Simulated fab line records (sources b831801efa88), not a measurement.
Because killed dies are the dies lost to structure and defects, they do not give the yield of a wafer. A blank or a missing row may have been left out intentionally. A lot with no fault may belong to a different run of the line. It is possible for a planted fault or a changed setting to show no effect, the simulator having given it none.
A struck lot beside a sound one :: flow sky130 :: 36 out of 708 route steps
Sound: these wafers, L469.1, L469.3, L469.5. The struck wafers were L461.4, L461.5, L461.6. The cause comes at the end.
Per side, at each step with rows, come the tool, then ch with its chambers, and then its first start. Under that, the readings that differ: sound wafers :: struck wafers :: difference of the means :: sigmas: that difference in standard deviations of wafers without a fault.
alike: readings whose means differ by less than 2 such deviations, and words and numbers that are the same on both sides. not compared: withheld readings, readings that some wafer has no value for, bounds like >300 that may hide the same value, and numbers for which the record gives no deviation and whose values overlap.
The two part at a step that has a row with sigmas, a row that says differs or no value, or rows on one side only. Numbers that don't overlap but have no deviation are shown without sigmas and don't part them. A reading that every wafer of one side lacks parts them only if that side has two wafers or more.

first, 10 steps without rows for these wafers: SKY_GATE_OXIDE_COAT_05 (resist thk 1140 nm); SKY_GATE_OXIDE_SOFTBAKE_06 (time 60 s); SKY_GATE_OXIDE_EXPOSE_07 (exposes mask LVOM, target cd 600 nm); SKY_GATE_OXIDE_PEB_08; SKY_GATE_OXIDE_DEVELOP_09 (develop time 58.9 s); SKY_GATE_OXIDE_IMPLANT_11; SKY_GATE_OXIDE_WET_ETCH_12 (etches SiO2 in dHF, target depth 16.8 nm, time 336 s); SKY_GATE_OXIDE_STRIP_13 (strips in O2/N2); SKY_GATE_OXIDE_CLEAN_15 (cleans in SC1/SC2, time 150 s); SKY_GATE_OXIDE_OXIDATION_16 (stabilise 600 s, purge 300 s, target thk 3.57 nm).
SKY_POLY_GATE_CVD_00: deposits poly-Si, target thk 180 nm, time 720 s.
  sound on lpcvd-01 ch 0, day 21 17:21; struck on lpcvd-01 ch 1, day 19 00:37
reading: zone-power-upper-pct (%)
sound: 9.3 9.4 9.4
struck: 8.0 8.0 8.0
difference: -1.4
sigmas: -2

reading: model.poly-Si_of_POLY_GATE_CVD_00.thk-nm (nm)
sound: 183.4 183.5 183.9
struck: 108.6 108.8 109.5
difference: -74.6
sigmas: 
  alike: spike-tc-lower-C, zone-power-top-pct
SKY_POLY_GATE_THK_MEAS_01:
  sound: film-metro-02 at day 21 18:33; struck: film-metro-01 at day 19 01:51
reading: POLY_GATE_CVD_00_THK (nm)
sound: 183.5 183.5 183.9
struck: 108.6 108.7 109.6
difference: -74.7
sigmas: -39
then, 9 steps without rows for these wafers: SKY_RES_PROTECT_DEHYDRATE_00 (time 60 s); SKY_RES_PROTECT_HMDS_01 (prime time 60 s); SKY_RES_PROTECT_COAT_02 (resist thk 1140 nm); SKY_RES_PROTECT_SOFTBAKE_03 (time 60 s); SKY_RES_PROTECT_EXPOSE_04 (exposes mask RPM, target cd 1270 nm); SKY_RES_PROTECT_PEB_05; SKY_RES_PROTECT_DEVELOP_06 (develop time 60 s); SKY_POLY_GATE_IMPLANT_02; SKY_RES_PROTECT_STRIP_07 (strips in O2/N2).
SKY_RES_PROTECT_CLEAN_09: cleans in SC1/SC2, time 150 s.
  sound on wet-bench-04 ch 0, day 23 01:05; struck on wet-bench-01 ch 3, day 20 07:54
reading: model.poly-Si_of_POLY_GATE_CVD_00.thk-nm (nm)
sound: 182.8 182.8 183.3
struck: 107.9 108.1 108.9
difference: -74.7
sigmas: 
then, 11 steps without rows for these wafers: SKY_POLY_GATE_CVD_03 (deposits Si3N4 from DCS/NH3, target thk 75 nm, time 1290 s); SKY_POLY_GATE_DEHYDRATE_05 (time 60 s); SKY_POLY_GATE_HMDS_06 (prime time 60 s); SKY_POLY_GATE_COAT_07 (resist thk 110 nm); SKY_POLY_GATE_COAT_08 (resist thk 450 nm); SKY_POLY_GATE_SOFTBAKE_09 (time 90 s); SKY_POLY_GATE_EXPOSE_10 (exposes mask P1M, target cd 150 nm); SKY_POLY_GATE_PEB_11; SKY_POLY_GATE_DEVELOP_12 (develop time 60 s); SKY_POLY_GATE_ETCH_15 (etches BARC in N2/H2, stops on SiO2, time 118.5 s, target depth 110 nm); SKY_POLY_GATE_ETCH_16 (etches Si3N4 in CH3F/O2, stops on poly-Si, time 147.5 s, target depth 75 nm).
SKY_POLY_GATE_ETCH_17: etches poly-Si in HBr/Cl2, stops on SiO2, target depth 180 nm, time 70.5 s.
  sound on rie-si-02 ch 0,1,3, day 24 08:55; struck on rie-si-02 ch 1,2, day 21 16:01
reading: oes-product-au (a.u.)
sound: 0.988 0.990 1.006
struck: 0.710 0.708 0.713
difference: -0.284
sigmas: -35

reading: model.etch.depth-nm (nm)
sound: 180.4 178.9 183.3
struck: 107.9 108.1 108.9
difference: -72.6
sigmas: 

reading: model.POLY_GATE.feature-depth-nm (nm)
sound: 180.4 178.9 183.3
struck: 107.9 108.1 108.9
difference: -72.6
sigmas: 
  alike: bias-w, drypump-motor-current-A, throttle-valve-pct
  not compared: rf-hours-counter-h
then, 1 step without rows for these wafers: SKY_POLY_GATE_STRIP_18 (strips in O2/N2).
-- here the record skips 28 days between the struck wafers' starts before and after, leaving off in module POLY_GATE and picking up in module PAD_OPEN (first step shown: number 708 of the route) --
SKY_PAD_OPEN_PROBE_99:
  sound: prober-01 at day 50 18:13; struck: prober-01 at day 49 04:16
reading: model.etest.res-xhigh-po.line-ohm-um
sound: 6151 5993 6052
struck: 5361 4989 5264
difference: -861
sigmas: 

reading: model.etest.pfet_01v8.r-on-ohm-um
sound: 3036 3014 3002
struck: 3489 3497 3266
difference: +400
sigmas: 

reading: model.etest.tip-p.rs-ohm-sq
sound: 7216 7181 7189
struck: 7466 7474 7409
difference: +254
sigmas: 

reading: model.etest.res-high-po.line-ohm-um
sound: 781.9 759.3 750.9
struck: 1114 1066 1110
difference: +333
sigmas: 

reading: model.etest.res-poly.line-ohm-um
sound: 532.4 521 524.9
struck: 824.7 760.4 820.2
difference: +275.7
sigmas: 

reading: model.etest.res-xhigh-po.rs-ohm-sq
sound: 2156 2122 2080
struck: 1876 1773 1831
difference: -293
sigmas: 

reading: model.etest.tip-sonos.rs-ohm-sq
sound: 2753 2738 2716
struck: 2388 2356 2383
difference: -360
sigmas: 
  alike: killed_at_M0_to_M3, killed_at_M4_up, killed-at-contacts, killed-at-front-end, killed-at-other, killed-dies, killed-open, killed-short
  not compared: model.etest.res-pwde-under-gate.rs-ohm-sq

## WHERE THEY PART
Last at SKY_POLY_GATE_ETCH_17 as far as this record goes, first at SKY_POLY_GATE_CVD_00. Later steps at which nothing parts them and some readings are alike: SKY_PAD_OPEN_PROBE_99.

WHY: what had been put in by the simulator
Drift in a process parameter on lpcvd-01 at SKY_POLY_GATE_CVD_00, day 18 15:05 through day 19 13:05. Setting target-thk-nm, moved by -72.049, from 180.
